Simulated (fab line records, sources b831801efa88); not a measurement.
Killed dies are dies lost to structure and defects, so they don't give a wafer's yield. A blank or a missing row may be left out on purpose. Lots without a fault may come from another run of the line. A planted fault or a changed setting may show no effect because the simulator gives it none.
Which tool did it? | flow sky130 | 12 lots, 36 wafers sampled, at 5 steps of a route of 708

WHAT THE GAUGES READ, wafer by wafer
SKY_SD_N_OVL_MEAS_08.
lot  | measured     | on         | SD_N_OVL (nm)
L378 | day 28 00:46 | overlay-02 | 1.2 1.3 1.4
L379 | day 28 13:56 | overlay-01 | 2.4 0.4 2.2
L381 | day 29 08:33 | overlay-02 | -1.0 -1.7 0.3
L382 | day 29 15:34 | overlay-02 | -0.7 -0.9 0.6
L383 | day 30 00:58 | overlay-02 | 0.4 0.8 -0.5
L386 | day 30 23:58 | overlay-01 | -1.4 0.3 0.5
L387 | day 31 09:14 | overlay-02 | -82.9 -81.7 -82.5 -83.5 -82.4 -83.7
L388 | day 31 17:08 | overlay-02 | -2.0 -1.7 -2.7
L389 | day 32 15:58 | overlay-02 | -80.1 -80.2 -81.1 -80.8 -81.2 -82.0
L393 | day 34 08:47 | overlay-02 | -80.6 -80.1 -80.3 -81.6 -81.7 -80.7
L396 | day 34 11:56 | overlay-02 | 1.3 0.7 0.7
L398 | day 34 23:58 | overlay-02 | -0.4 -1.7 -1.4

SKY_SD_N_RS_MEAS_16: measures by four-point-probe.
lot  | measured     | on            | SD_N_RS (ohm/sq)
L378 | day 28 01:29 | film_metro-02 | 68.53 68.47 68.56
L379 | day 28 14:41 | film_metro-01 | 68.53 68.34 68.57
L381 | day 29 09:16 | film_metro-03 | 68.78 68.75 68.79
L382 | day 29 16:19 | film_metro-01 | 68.62 68.73 68.84
L383 | day 30 01:41 | film_metro-03 | 68.81 68.66 68.81
L386 | day 31 00:44 | film_metro-02 | 68.73 68.57 68.76
L388 | day 31 18:00 | film_metro-02 | 68.80 68.93 68.79
L396 | day 34 12:40 | film_metro-01 | 68.54 68.61 68.32
L398 | day 35 00:41 | film_metro-03 | 68.60 68.56 68.55

WHICH TOOL RAN EACH LOT (tool, then ch and the chambers of the sampled wafers, then the start)
lot  | SKY_POLY_CUT_ETCH_11               | SKY_SD_N_EXPOSE_04                  | SKY_SD_N_STRIP_11
L378 | rie_diel-01 ch 0,1,2, day 24 08:18 | iline_stepper-01 ch 0, day 27 10:56 | plasma_asher-01 ch 0,1, day 28 01:06
L379 | rie_diel-01 ch 2,3, day 24 22:15   | iline_stepper-01 ch 0, day 28 00:08 | plasma_asher-03 ch 0,1, day 28 14:17
L381 | rie_diel-03 ch 0,2,3, day 25 17:15 | iline_stepper-02 ch 0, day 28 18:20 | plasma_asher-04 ch 0,1, day 29 08:53
L382 | rie_diel-03 ch 0,2, day 26 01:47   | iline_stepper-02 ch 0, day 29 01:53 | plasma_asher-04 ch 0,1, day 29 15:55
L383 | rie_diel-02 ch 0,2, day 26 09:54   | iline_stepper-01 ch 0, day 29 10:42 | plasma_asher-04 ch 0,1, day 30 01:17
L386 | rie_diel-02 ch 0,1,3, day 27 11:42 | iline_stepper-02 ch 0, day 30 10:47 | plasma_asher-04 ch 0,1, day 31 00:17
L387 | rie_diel-03 ch 1,3, day 27 22:33   | iline_stepper-02 ch 0, day 30 19:22 | -
L388 | rie_diel-01 ch 0,1, day 28 05:17   | iline_stepper-01 ch 0, day 31 03:17 | plasma_asher-01 ch 0,1, day 31 17:32
L389 | rie_diel-03 ch 1,2,3, day 29 04:57 | iline_stepper-02 ch 0, day 32 02:21 | -
L393 | rie_diel-03 ch 0,2,3, day 31 01:06 | iline_stepper-02 ch 0, day 33 20:14 | -
L396 | rie_diel-02 ch 0,2,3, day 31 04:48 | iline_stepper-01 ch 0, day 33 23:35 | plasma_asher-04 ch 0,1, day 34 12:16
L398 | rie_diel-02 ch 0,2, day 31 16:21   | iline_stepper-01 ch 0, day 34 10:30 | plasma_asher-03 ch 0,1, day 35 00:18
- SKY_POLY_CUT_ETCH_11: etches Si3N4 in CF4/CH2F2/Ar, stops on poly-Si, time 42.5 s, target depth 60 nm.
- SKY_SD_N_EXPOSE_04: exposes mask NSDM, target cd 380 nm.
- SKY_SD_N_STRIP_11: strips in O2/N2.

WHAT THE TOOLS THEMSELVES READ (means of the sampled wafers that have a number; where no wafer has one, the mark that the record gives instead)
SKY_POLY_CUT_ETCH_11.
lot  | tool        | drypump_motor_current_A (A) | oes_product_au (a.u.) | rf_fwd_power_W (W) | throttle_valve_pct (%)
L378 | rie_diel-01 | 6.3                         | 0.832                 | 592.0              | 14.989
L379 | rie_diel-01 | 6.2                         | 0.822                 | 594.9              | 14.990
L381 | rie_diel-03 | 5.2                         | 0.830                 | 594.7              | 14.995
L382 | rie_diel-03 | 5.2                         | 0.829                 | 590.9              | 14.991
L383 | rie_diel-02 | 5.9                         | 0.840                 | 594.7              | 15.003
L386 | rie_diel-02 | 5.7                         | 0.829                 | 591.3              | 14.996
L387 | rie_diel-03 | 5.3                         | 0.823                 | 593.3              | 14.997
L388 | rie_diel-01 | 6.1                         | 0.819                 | 592.2              | 14.996
L389 | rie_diel-03 | 5.2                         | 0.833                 | 593.2              | 14.987
L393 | rie_diel-03 | 5.2                         | 0.832                 | 594.4              | 14.998
L396 | rie_diel-02 | 5.6                         | 0.827                 | 593.4              | 14.996
L398 | rie_diel-02 | 5.9                         | 0.827                 | 592.1              | 14.994

SKY_SD_N_EXPOSE_04.
lot  | tool             | reticle_temp_C (C)
L378 | iline_stepper-01 | 22.95
L379 | iline_stepper-01 | 22.91
L381 | iline_stepper-02 | 23.03
L382 | iline_stepper-02 | 23.06
L383 | iline_stepper-01 | 23.05
L386 | iline_stepper-02 | 22.93
L387 | iline_stepper-02 | 23.05
L388 | iline_stepper-01 | 23.00
L389 | iline_stepper-02 | 22.95
L393 | iline_stepper-02 | 22.97
L396 | iline_stepper-01 | 23.00
L398 | iline_stepper-01 | 22.96

SKY_SD_N_STRIP_11.
lot  | tool            | drypump_motor_current_A (A) | oes_product_au (a.u.) | strip_time_to_endpoint_s (s)
L378 | plasma_asher-01 | 5.39                        | 0.530                 | 22.59
L379 | plasma_asher-03 | 5.78                        | 0.525                 | 22.54
L381 | plasma_asher-04 | 5.59                        | 0.531                 | 22.54
L382 | plasma_asher-04 | 5.49                        | 0.530                 | 22.54
L383 | plasma_asher-04 | 5.51                        | 0.525                 | 22.55
L386 | plasma_asher-04 | 5.58                        | 0.526                 | 22.50
L388 | plasma_asher-01 | 5.38                        | 0.530                 | 22.51
L396 | plasma_asher-04 | 5.48                        | 0.530                 | 22.56
L398 | plasma_asher-03 | 5.78                        | 0.524                 | 22.54

THE ANSWER, worked out from the rows above alone
Rule: what is usual is taken from the lots themselves. Put in order of their means at a reading, lots are off if they are a third of the lots or fewer, leave a main group of 4 or more, and stand apart from it by a gap of 3 or more times the standard deviation of the main group's means; of several such gaps the widest counts. A main group whose means are all the same, to the digits that the tables above print for the reading, isn't used. A lot without any number at a reading at which 4 lots or more have one is off too. The other lots that the step has rows for count as sound. The gauges are gone through in route order, then the tools' own readings, and for those a lot's mean is taken as printed above. The first step at which some lot is off is used, and at that step the reading that is off furthest; a lot without a number counts as furthest.
Off: L387, L389, L393, at SKY_SD_N_OVL_MEAS_08 (SD_N_OVL). The main group: mean -0.1 nm, standard deviation 1.2.
A tool fits if, at a process step before that reading, it ran every lot that is off, and no sound lot after the first of them. The gauges at SKY_SD_N_OVL_MEAS_08 are tried like those tools. Can't be told from this: 2 tools fit, rie_diel-03 at SKY_POLY_CUT_ETCH_11, iline_stepper-02 at SKY_SD_N_EXPOSE_04.

WHAT THE SIMULATOR HAD PUT IN
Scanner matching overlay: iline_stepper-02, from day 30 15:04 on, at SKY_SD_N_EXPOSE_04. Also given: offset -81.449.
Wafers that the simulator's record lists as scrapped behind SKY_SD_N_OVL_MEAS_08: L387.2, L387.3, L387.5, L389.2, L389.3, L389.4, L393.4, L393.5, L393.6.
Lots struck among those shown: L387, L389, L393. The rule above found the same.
